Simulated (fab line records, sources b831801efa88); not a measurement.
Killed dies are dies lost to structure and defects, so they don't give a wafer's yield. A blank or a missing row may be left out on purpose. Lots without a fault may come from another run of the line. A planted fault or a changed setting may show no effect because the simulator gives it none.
A struck lot beside a sound one | flow sky130 | 15 steps out of a route of 708
Sound: wafers L855.2, L855.5, L855.6. Struck: wafers L848.2, L848.5. (L848.1 of the same lot was not struck and is left out.) The cause comes at the end.
At each step with rows: each side's tool, then ch and its chambers, then its first start. Under that, the readings that differ: sound wafers | struck wafers | difference of the means | sigmas: that difference in standard deviations of wafers without a fault.
alike: readings whose means differ by less than 2 such deviations, and words and numbers that are the same on both sides. not compared: withheld readings, readings that some wafer has no value for, bounds like >300 that may hide the same value, and numbers for which the record gives no deviation and whose values overlap.
The two part at a step that has a row with sigmas, a row that says differs or no value, or rows on one side only. Numbers that don't overlap but have no deviation are shown without sigmas and don't part them. A reading that every wafer of one side lacks parts them only if that side has two wafers or more.

first, 8 steps without rows for these wafers: SKY_LI_CONTACT_DEHYDRATE_04 (time 60 s); SKY_LI_CONTACT_HMDS_05 (prime time 60 s); SKY_LI_CONTACT_COAT_06 (resist thk 60 nm); SKY_LI_CONTACT_COAT_07 (resist thk 450 nm); SKY_LI_CONTACT_SOFTBAKE_08 (time 90 s); SKY_LI_CONTACT_EXPOSE_09 (exposes mask LICM1, target cd 170 nm); SKY_LI_CONTACT_PEB_10; SKY_LI_CONTACT_DEVELOP_11 (develop time 60 s).
SKY_LI_CONTACT_CD_MEAS_12: target cd 170 nm.
  sound on cd_sem-02, day 35 00:22; struck on cd_sem-01, day 32 21:43
  alike: cd_nm
SKY_LI_CONTACT_OVL_MEAS_13:
  sound on overlay-01, day 35 00:28; struck on overlay-02, day 32 21:50
  alike: LI_CONTACT_OVL
SKY_LI_CONTACT_ETCH_14: etches BARC in N2/H2, stops on SiO2, time 45.9 s, target depth 60 nm.
  sound on rie_diel-01 ch 0,2, day 35 00:30; struck on rie_diel-03 ch 2, day 32 21:53
  alike: bias_w, drypump_motor_current_A, oes_product_au, rf_fwd_power_W, throttle_valve_pct
  not compared: rf_hours_counter_h
SKY_LI_CONTACT_ETCH_15: etches PSG in C4F8/O2/Ar, stops on Si, target depth 600 nm.
  sound on rie_diel-01 ch 0,2, day 35 00:33; struck on rie_diel-03 ch 2, day 32 21:55
  reading            | sound          | struck    | difference | sigmas
  rf_fwd_power_W (W) | 1489 1497 1486 | 1502 1500 | +10        | +2
  alike: bias_w, oes_product_au
SKY_LI_CONTACT_STRIP_16: strips in O2/N2.
  sound on plasma_asher-04 ch 0,1, day 35 00:38; struck on plasma_asher-04 ch 1, day 32 22:00
  reading          | sound       | struck  | difference | sigmas
  overash_fraction | 0.5 0.5 0.5 | 0.7 0.7 | +0.2       |
  alike: drypump_motor_current_A, oes_product_au, strip_time_to_endpoint_s
  not compared: rf_hours_counter_h
then, 1 step without rows for these wafers: SKY_LI_CONTACT_CLEAN_17 (cleans in NMP, time 600 s).
-- the record jumps here: 16 days lie between the struck wafers' starts before and after (it left off in module LI_CONTACT and takes up again in module PAD_OPEN, whose first step shown is number 708 of the route) --
SKY_PAD_OPEN_PROBE_99:
  sound on prober-02, day 49 22:38; struck on prober-01, day 48 13:52
  reading            | sound    | struck | difference | sigmas
  killed_at_contacts | 14 29 13 | 39 28  | +15        | +3
  alike: killed_at_M0_to_M3, killed_at_M4_up, killed_at_front_end, killed_at_other, killed_dies, killed_open, killed_short

WHERE THEY PART
First at SKY_LI_CONTACT_ETCH_15; last, within this record, at SKY_PAD_OPEN_PROBE_99.

WHY: what the simulator had put in
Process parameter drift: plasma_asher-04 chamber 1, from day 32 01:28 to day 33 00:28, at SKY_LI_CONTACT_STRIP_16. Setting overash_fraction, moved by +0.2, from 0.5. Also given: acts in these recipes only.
